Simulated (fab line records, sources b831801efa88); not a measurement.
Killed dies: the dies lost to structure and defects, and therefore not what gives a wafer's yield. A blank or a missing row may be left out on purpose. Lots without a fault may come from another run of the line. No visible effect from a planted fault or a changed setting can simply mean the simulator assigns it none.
Check of tool commonality | flow sky130 | Sample size 12 lots and 45 wafers

## WHY IT WAS OPENED
Of 12 lots, 3 have the reading VT_ADJUST_LVTN_TW flagged at SKY_VT_ADJUST_LVTN_TW_MEAS_10. No-fault wafers: 239.4, standard deviation 1.4.
Rule: a lot gets a flag if all its wafers with a number sit over 4 standard deviations from that mean, or if no wafer of it has a number. The other lots count as sound.

lot  | measured     | on            | VT_ADJUST_LVTN_TW, wafer by wafer   | flag
L854 | day 6 19:02  | film-metro-02 | 239.1 237.5 238.2                   |
L855 | day 7 07:38  | film-metro-01 | 239.3 239.9 240.1                   |
L856 | day 7 08:28  | film-metro-01 | 240.4 240.5 241.5                   |
L860 | day 8 12:40  | film-metro-02 | 239.5 239.4 239.7                   |
L863 | day 9 03:12  | film-metro-04 | 196.2 196.0 195.6 196.8 195.8 196.3 | FLAGGED
L867 | day 10 11:25 | film-metro-01 | 196.9 196.4 195.9 196.8 197.2 197.0 | FLAGGED
L868 | day 10 17:03 | film-metro-01 | 195.6 196.3 195.9 195.4 196.5 196.4 | FLAGGED
L869 | day 11 02:03 | film-metro-01 | 238.2 237.2 238.0                   |
L870 | day 11 09:08 | film-metro-02 | 237.2 235.6 237.7                   |
L871 | day 11 15:04 | film-metro-01 | 237.8 237.3 238.2                   |
L875 | day 12 12:51 | film-metro-02 | 238.0 237.3 237.9                   |
L877 | day 13 08:05 | film-metro-02 | 237.9 238.1 238.4                   |
Average over the flagged lots: 196.3; offset from the usual -43.1, equal to -31 standard deviations.

## TOOL THAT RAN EACH LOT
The record holds 1 process step before the reading, out of a route of 708 steps. Each cell gives the tool, then ch followed by the chambers the sampled wafers passed through, then the start.
lot  | flag    | SKY_VT_ADJUST_LVTN_IMPLANT_08
L854 |         | implanter-04 ch 0, day 6 18:49
L855 |         | implanter-04 ch 0, day 7 07:26
L856 |         | implanter-02 ch 0, day 7 08:13
L860 |         | implanter-02 ch 0, day 8 12:26
L863 | FLAGGED | implanter-02 ch 0, day 9 02:58
L867 | FLAGGED | implanter-02 ch 0, day 10 11:11
L868 | FLAGGED | implanter-02 ch 0, day 10 16:48
L869 |         | implanter-01 ch 0, day 11 01:49
L870 |         | implanter-04 ch 0, day 11 08:53
L871 |         | implanter-04 ch 0, day 11 14:49
L875 |         | implanter-04 ch 0, day 12 12:37
L877 |         | implanter-04 ch 0, day 13 07:50
What these steps do:
- SKY_VT_ADJUST_LVTN_IMPLANT_08
- SKY_VT_ADJUST_LVTN_TW_MEAS_10

## FLAGGED OVER TOTAL, TOOL BY TOOL (the gauges that took the reading come last)
step                          | tool          | lots run | flagged | share of the flagged lots | sound lots run after its first flagged lot
SKY_VT_ADJUST_LVTN_IMPLANT_08 | implanter-01  | 1        | 0       | none                      | -
SKY_VT_ADJUST_LVTN_IMPLANT_08 | implanter-02  | 5        | 3       | all                       | 0
SKY_VT_ADJUST_LVTN_IMPLANT_08 | implanter-04  | 6        | 0       | none                      | -
SKY_VT_ADJUST_LVTN_TW_MEAS_10 | film-metro-01 | 6        | 2       | some                      | 2 (L869,L871)
SKY_VT_ADJUST_LVTN_TW_MEAS_10 | film-metro-02 | 5        | 0       | none                      | -
SKY_VT_ADJUST_LVTN_TW_MEAS_10 | film-metro-04 | 1        | 1       | some                      | 0

## WHAT IS ALLOWED BY THE TABLE
1 row of the table ran every flagged lot: implanter-02 at SKY_VT_ADJUST_LVTN_IMPLANT_08.
- implanter-02 at SKY_VT_ADJUST_LVTN_IMPLANT_08: 3 of its 5 lots flagged. Last sound lot L860 at day 8 12:26, first flagged lot L863 at day 9 02:58; a fault beginning in between fits. Its own readings lie more than 4 standard deviations out on every wafer of the flagged lots: dose-ions-cm2, faraday-current-uA.
Left over: one tool, implanter-02 at SKY_VT_ADJUST_LVTN_IMPLANT_08.

## WHAT THE SIMULATOR PUT IN
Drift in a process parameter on implanter-02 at SKY_VT_ADJUST_LVTN_IMPLANT_08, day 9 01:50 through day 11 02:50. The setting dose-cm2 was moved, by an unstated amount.
Struck lots among those shown: L863, L867, L868. The rule above found the same.
